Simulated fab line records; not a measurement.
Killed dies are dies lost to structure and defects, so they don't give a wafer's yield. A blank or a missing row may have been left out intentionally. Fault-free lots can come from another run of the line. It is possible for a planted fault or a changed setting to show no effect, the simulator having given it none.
fab line records	flow gf180mcu
record lots=5	wafers=15	last-day=34
route steps=602 shown HV_LDD@234 NSD@235 PSD@248
lots untouched by any fault: they come from a run of this same line in which no faults occurred
start-h: hours from the record's opening day to when the first of the lot's shown wafers began	wait-h: hours since the lot's step before	" unchanged from the row above	L1.1+2: a row that stands for several wafers	- value missing, or start not given	* or withheld: withheld	< > ~ a bound
route shown NAME@n: a module of which the file shows steps, and the number in the route of the first	usual: the fault-free wafers' mean and standard deviation	same: alike in all rows	chamber/n: place in a boat	sites: per-site readings	_std_site: their standard deviation	_edge_site: mean of outer sites minus mean of inner sites	radius-mm: for every site, how far away it sits from the centre of the wafer	mask NAME#n: copy n	behind: the tool/chamber that last shaped the wafer	hold: what put the lot on hold/how long, in hours/how the hold closed	device: which transistor (n, p or np) failed to switch	end of line: the tests these same wafers got at the end of their route	a step with no rows: only its recipe	killed: count of dies lost to structure and defects at first sort (not the wafer's yield)	map: a wafer's dies, marking killed ones x, the rest . and places with no die _
set.NAME: the run value of the setting; set.NAME@STEP: its run value at that earlier step	model.NAME: the simulator's own value behind a step, which no gauge read
lots seen at some steps along the route; tables by step, rows by wafer
services: when a tool's chamber went out of use (start-h, in hours from the record's first day, below 0 if earlier), for how many hours, and the reason
## steps
# step GF_HV_LDD_ETCHBACK_58
# recipe chemistry=CH3F/O2	target=Si3N4	stop-on=SiO2	source-w=400	bias-w=80	pressure-mtorr=25	ch3f-flow-sccm=40	O2_flow_sccm=30	time-s=100	target-depth-a=900
# usual O2_flow_sccm=30.00/0.098	drypump-motor-current-A=5.7/0.37	oes-product-au=0.844/0.0057	throttle-valve-pct=10.561/0.0087
# same time-s=100
lot.wafer	tool	chamber	start-h	wait-h	O2_flow_sccm	drypump-motor-current-A	oes-product-au	rf-hours-counter-h	throttle-valve-pct
L719.2	rie-diel-02	1	285.05	0.0	30.07	5.7	0.848	21	10.563
L719.4	"	0	"	"	29.97	6.4	0.851	130	10.547
L719.6	"	2	"	"	29.79	5.0	0.852	-	10.563
L723.3	rie-diel-03	1	316.35	0.0	29.97	5.5	0.843	58	10.568
L723.4	"	0	"	"	29.89	5.9	0.841	45	10.566
L723.6	"	3	"	"	29.91	5.8	0.851	-	10.556
L728.1	rie-diel-02	3	357.79	0.1	30.21	5.7	0.852	5	10.577
L728.2	"	1	"	"	30.07	5.7	0.859	23	10.563
L728.5	"	2	"	"	29.93	5.0	0.841	-	10.558
L738.2	rie-diel-01	1	450.04	0.0	29.96	5.5	0.849	47	10.545
L738.3	"	3	"	"	29.93	6.1	0.846	62	10.561
L738.4	"	2	"	"	29.96	5.9	0.853	8	10.568
L740.3	rie-diel-01	1	451.48	0.0	30.13	5.6	0.846	47	10.558
L740.5	"	2	"	"	29.94	5.9	0.848	-	10.576
L740.6	"	1	"	"	30.00	5.5	0.844	-	10.552
# step GF_NSD_DEHYDRATE_00
# recipe temp-c=200	time-s=60
# step GF_NSD_HMDS_01
# recipe prime-time-s=60	prime-temp-c=120
# step GF_NSD_COAT_02
# recipe resist=NOVOLAK	spin-rpm=3000	resist-thk-nm=1000
# step GF_NSD_SOFTBAKE_03
# recipe temp-c=90	time-s=60	resist=NOVOLAK
# step GF_NSD_EXPOSE_04
# recipe mask-id=Nplus	target-cd-nm=400	na=0.6	source-shape=conventional	sigma-outer=0.6	dose-mj=140
# step GF_NSD_PEB_05
# recipe temp-c=withheld	time-s=*	resist=NOVOLAK
# step GF_NSD_DEVELOP_06
# recipe develop-time-s=60	dev-temp-c=23
# step GF_NSD_CD_MEAS_07
# recipe target-cd-nm=400
# usual cd-nm=400.5/2.6
lot.wafer	tool	chamber	start-h	wait-h	cd-nm
L719.2	cd-sem-02	-	304.84	0.1	403.6
L719.4	"	-	"	"	404.6
L719.6	"	-	"	"	406.2
L723.3	cd-sem-02	-	337.34	0.1	401.1
L723.4	"	-	"	"	401.7
L723.6	"	-	"	"	402.1
L728.1	cd-sem-01	-	379.12	0.2	399.7
L728.2	"	-	"	"	401.0
L728.5	"	-	"	"	400.7
L738.2	cd-sem-02	-	473.89	0.1	402.7
L738.3	"	-	"	"	402.9
L738.4	"	-	"	"	403.8
L740.3	cd-sem-01	-	475.34	0.1	401.1
L740.5	"	-	"	"	400.6
L740.6	"	-	"	"	401.0
# step GF_NSD_OVL_MEAS_08
# usual NSD_OVL=-2.0/1.3
lot.wafer	tool	chamber	start-h	wait-h	NSD_OVL[nm]
L719.2	overlay-01	-	304.94	0.1	-3.2
L719.4	"	-	"	"	-1.6
L719.6	"	-	"	"	-0.5
L723.3	overlay-01	-	337.44	0.1	-1.6
L723.4	"	-	"	"	-2.2
L723.6	"	-	"	"	-0.8
L728.1	overlay-02	-	379.24	0.1	-2.2
L728.2	"	-	"	"	-1.2
L728.5	"	-	"	"	-1.5
L738.2	overlay-01	-	473.99	0.1	-3.0
L738.3	"	-	"	"	-3.3
L738.4	"	-	"	"	-3.0
L740.3	overlay-01	-	475.43	0.1	-1.3
L740.5	"	-	"	"	-3.0
L740.6	"	-	"	"	-2.8
# step GF_NSD_IMPLANT_09
# recipe species=As	energy-kev=60	dose-cm2=4e+15	tilt-deg=7
# step GF_NSD_IMPLANT_10
# recipe species=P	energy-kev=40	dose-cm2=5e+14	tilt-deg=7
# step GF_NSD_STRIP_11
# recipe chemistry=O2/N2	power-w=1400	pressure-mtorr=1500	platen-temp-c=250	o2-flow-sccm=3000	n2-flow-sccm=300	overash-fraction=0.5
# usual drypump-motor-current-A=5.7/0.39	heater-power-w=342/31	oes-product-au=0.487/0.0041	strip-time-to-endpoint-s=22.96/0.038
lot.wafer	tool	chamber	start-h	wait-h	drypump-motor-current-A	heater-power-w	oes-product-au	rf-hours-counter-h	strip-time-to-endpoint-s	model.NOVOLAK_of_NSD_COAT_02.thk-nm
L719.2	plasma-asher-02	0	305.27	0.1	6.1	321	0.486	60	22.95	0
L719.4	"	0	"	"	6.1	311	0.494	-	22.97	0
L719.6	"	0	"	"	6.1	321	0.483	-	23.01	0
L723.3	plasma-asher-03	1	337.79	0.1	5.7	372	0.484	-	22.97	0
L723.4	"	0	"	"	5.3	397	0.488	-	22.98	0
L723.6	"	0	"	"	5.3	391	0.495	-	22.96	0
L728.1	plasma-asher-02	1	379.58	0.1	5.6	325	0.557	67	-	214.7
L728.2	"	0	"	"	6.1	322	0.556	67	-	214.1
L728.5	"	1	"	"	5.6	330	0.552	-	-	213.9
L738.2	plasma-asher-03	1	474.32	0.1	5.7	373	0.484	39	23.04	0
L738.3	"	0	"	"	5.3	390	0.488	-	22.97	0
L738.4	"	1	"	"	5.7	373	0.484	-	22.97	0
L740.3	plasma-asher-03	0	475.79	0.1	5.3	392	0.485	-	22.98	0
L740.5	"	0	"	"	5.3	397	0.493	-	22.94	0
L740.6	"	1	"	"	5.7	373	0.496	-	22.94	0
# step GF_NSD_TW_MEAS_12
# usual NSD_TW=4237/43
lot.wafer	tool	chamber	start-h	wait-h	NSD_TW
L719.2	film-metro-01	-	305.38	0.1	4310
L719.4	"	-	"	"	4252
L719.6	"	-	"	"	4278
L723.3	film-metro-03	-	337.88	0.1	4244
L723.4	"	-	"	"	4265
L723.6	"	-	"	"	4248
L728.1	film-metro-03	-	379.68	0.1	4242
L728.2	"	-	"	"	4230
L728.5	"	-	"	"	4249
L738.2	film-metro-01	-	474.43	0.1	4300
L738.3	"	-	"	"	4283
L738.4	"	-	"	"	4281
L740.3	film-metro-02	-	475.88	0.1	4197
L740.5	"	-	"	"	4200
L740.6	"	-	"	"	4174
# step GF_PSD_DEHYDRATE_00
# recipe temp-c=200	time-s=60
# step GF_PSD_HMDS_01
# recipe prime-time-s=60	prime-temp-c=120
# step GF_PSD_COAT_02
# recipe resist=NOVOLAK	spin-rpm=3000	resist-thk-nm=1000
# step GF_PSD_SOFTBAKE_03
# recipe temp-c=90	time-s=60	resist=NOVOLAK
# step GF_PSD_EXPOSE_04
# recipe mask-id=Pplus	target-cd-nm=400	na=0.6	source-shape=conventional	sigma-outer=0.6	dose-mj=140
# step GF_PSD_PEB_05
# recipe temp-c=withheld	time-s=*	resist=NOVOLAK
# step GF_PSD_DEVELOP_06
# recipe develop-time-s=60	dev-temp-c=23
# step GF_PSD_CD_MEAS_07
# recipe target-cd-nm=400
# usual cd-nm=400.4/2.3
lot.wafer	tool	chamber	start-h	wait-h	cd-nm
L719.2	cd-sem-01	-	325.79	0.1	398.9
L719.4	"	-	"	"	399.3
L719.6	"	-	"	"	400.8
L723.3	cd-sem-02	-	358.29	0.1	405.4
L723.4	"	-	"	"	404.8
L723.6	"	-	"	"	404.4
L728.1	cd-sem-01	-	402.50	0.1	397.8
L728.2	"	-	"	"	400.8
L728.5	"	-	"	"	397.6
L738.2	cd-sem-01	-	498.82	0.1	402.8
L738.3	"	-	"	"	402.0
L738.4	"	-	"	"	401.0
L740.3	cd-sem-02	-	499.76	0.1	397.1
L740.5	"	-	"	"	398.3
L740.6	"	-	"	"	399.8
# step GF_PSD_OVL_MEAS_08
# usual PSD_OVL=-0.3/1.5
lot.wafer	tool	chamber	start-h	wait-h	PSD_OVL[nm]
L719.2	overlay-01	-	325.89	0.1	-1.7
L719.4	"	-	"	"	-1.8
L719.6	"	-	"	"	-2.4
L723.3	overlay-01	-	358.39	0.1	0.1
L723.4	"	-	"	"	-0.5
L723.6	"	-	"	"	0.6
L728.1	overlay-01	-	402.62	0.1	-2.0
L728.2	"	-	"	"	-1.6
L728.5	"	-	"	"	-1.9
L738.2	overlay-01	-	498.93	0.1	0.2
L738.3	"	-	"	"	0.9
L738.4	"	-	"	"	-0.7
L740.3	overlay-01	-	499.85	0.1	-1.9
L740.5	"	-	"	"	-3.3
L740.6	"	-	"	"	-3.9
# step GF_PSD_IMPLANT_09
# recipe species=BF2	energy-kev=40	dose-cm2=1.5e+15	tilt-deg=7
# step GF_PSD_STRIP_10
# recipe chemistry=O2/N2	power-w=1400	pressure-mtorr=1500	platen-temp-c=250	o2-flow-sccm=3000	n2-flow-sccm=300	overash-fraction=0.5
# usual drypump-motor-current-A=5.6/0.36	heater-power-w=351/30	oes-product-au=0.593/0.0043	strip-time-to-endpoint-s=16.52/0.043
lot.wafer	tool	chamber	start-h	wait-h	drypump-motor-current-A	heater-power-w	oes-product-au	rf-hours-counter-h	strip-time-to-endpoint-s
L719.2	plasma-asher-02	0	326.07	0.1	6.1	321	0.591	62	16.55
L719.4	"	1	"	"	5.6	328	0.597	-	16.57
L719.6	"	0	"	"	6.1	317	0.594	-	16.59
L723.3	plasma-asher-02	1	358.59	0.1	5.5	326	0.593	-	16.54
L723.4	"	0	"	"	6.1	317	0.597	-	16.54
L723.6	"	0	"	"	6.1	322	0.598	-	16.57
L728.1	plasma-asher-03	1	402.81	0.1	5.8	368	0.608	31	19.75
L728.2	"	0	"	"	5.3	403	0.620	31	19.75
L728.5	"	0	"	"	5.3	386	0.617	-	19.72
L738.2	plasma-asher-02	0	499.11	0.1	6.1	310	0.591	7	16.54
L738.3	"	0	"	"	6.1	314	0.596	-	16.52
L738.4	"	1	"	"	5.6	333	0.597	-	16.52
L740.3	plasma-asher-01	1	500.06	0.1	6.0	345	0.593	-	16.40
L740.5	"	0	"	"	5.0	330	0.584	-	16.44
L740.6	"	1	"	"	6.0	345	0.589	-	16.44
# step GF_PSD_TW_MEAS_11
# usual PSD_TW=3171/24
lot.wafer	tool	chamber	start-h	wait-h	PSD_TW
L719.2	film-metro-01	-	326.18	0.1	3199
L719.4	"	-	"	"	3193
L719.6	"	-	"	"	3184
L723.3	film-metro-03	-	358.68	0.1	3161
L723.4	"	-	"	"	3176
L723.6	"	-	"	"	3187
L728.1	film-metro-03	-	402.91	0.1	30
L728.2	"	-	"	"	30
L728.5	"	-	"	"	30
L738.2	film-metro-03	-	499.22	0.1	3191
L738.3	"	-	"	"	3195
L738.4	"	-	"	"	3175
L740.3	film-metro-02	-	500.14	0.1	3163
L740.5	"	-	"	"	3165
L740.6	"	-	"	"	3147
# step GF_PSD_CLEAN_12
# recipe chemistry=SC1/SC2	mix=1:4:20	temp-c=70	time-s=150	dry=n2-spin
## services
tool	chamber	start-h	hours	kind
rie-diel-02	2	261.24	4.7	repair
plasma-asher-02	-	262.61	1.0	repair
rie-diel-01	2	265.40	7.3	repair
rie-diel-01	3	270.57	9.2	repair
plasma-asher-03	-	288.34	0.7	repair
rie-diel-01	2	296.38	4.5	repair
rie-diel-03	0	298.63	2.9	repair
rie-diel-01	1	310.00	6.8	repair
rie-diel-01	2	345.19	2.3	repair
rie-diel-03	-	356.74	28.1	pm
plasma-asher-03	-	385.28	7.6	repair
rie-diel-02	1	388.81	9.1	repair
rie-diel-02	2	413.10	12.0	repair
rie-diel-03	-	420.91	4.0	pm
plasma-asher-02	-	421.25	9.0	pm
plasma-asher-02	0	421.25	9.0	vent-cycle
plasma-asher-02	1	421.25	9.0	vent-cycle
plasma-asher-02	0	430.25	-	clean
plasma-asher-02	1	430.25	-	clean
rie-diel-03	-	453.59	0.9	repair
rie-diel-02	2	460.60	2.4	repair
rie-diel-03	3	473.10	11.4	repair
rie-diel-03	1	479.00	8.5	repair
rie-diel-01	3	484.16	4.9	repair
## key
first-sign step=GF_NSD_STRIP_11	reading=oes-product-au	direction=up	sigmas=17	usual=0.487	struck=0.555
effect step=GF_PSD_STRIP_10	reading=strip-time-to-endpoint-s	direction=up	sigmas=75	usual=*	struck=*
effect step=GF_PSD_TW_MEAS_11	reading=PSD_TW	direction=down	sigmas=99+	usual=3171	struck=30
model-effect step=GF_NSD_STRIP_11	value=NOVOLAK_of_NSD_COAT_02.thk-nm	without=0	struck=214.2
met-at GF_NSD_STRIP_11
struck-wafers L728.1,L728.2,L728.5
sort-left-out L728.1,L728.2,L728.5
tester-left-out L728
onset-between 305.27 379.58
fault kind=strip-aborted	tool=plasma-asher-02	chamber=-	onset-h=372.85	steps=GF_NSD_STRIP_11	offset=0.42678	end-h=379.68
# tester-left-out: of these lots the tester's yield and bins aren't shown, on N5 and GAA mostly nor the transistor test; their killed dies are dies lost to structure and defects alone, not to doping, threshold or leakage, so they don't give the yield
# sort-left-out: the simulated sort isn't trusted on such a fault, so these wafers' sort isn't shown, and their yield isn't known
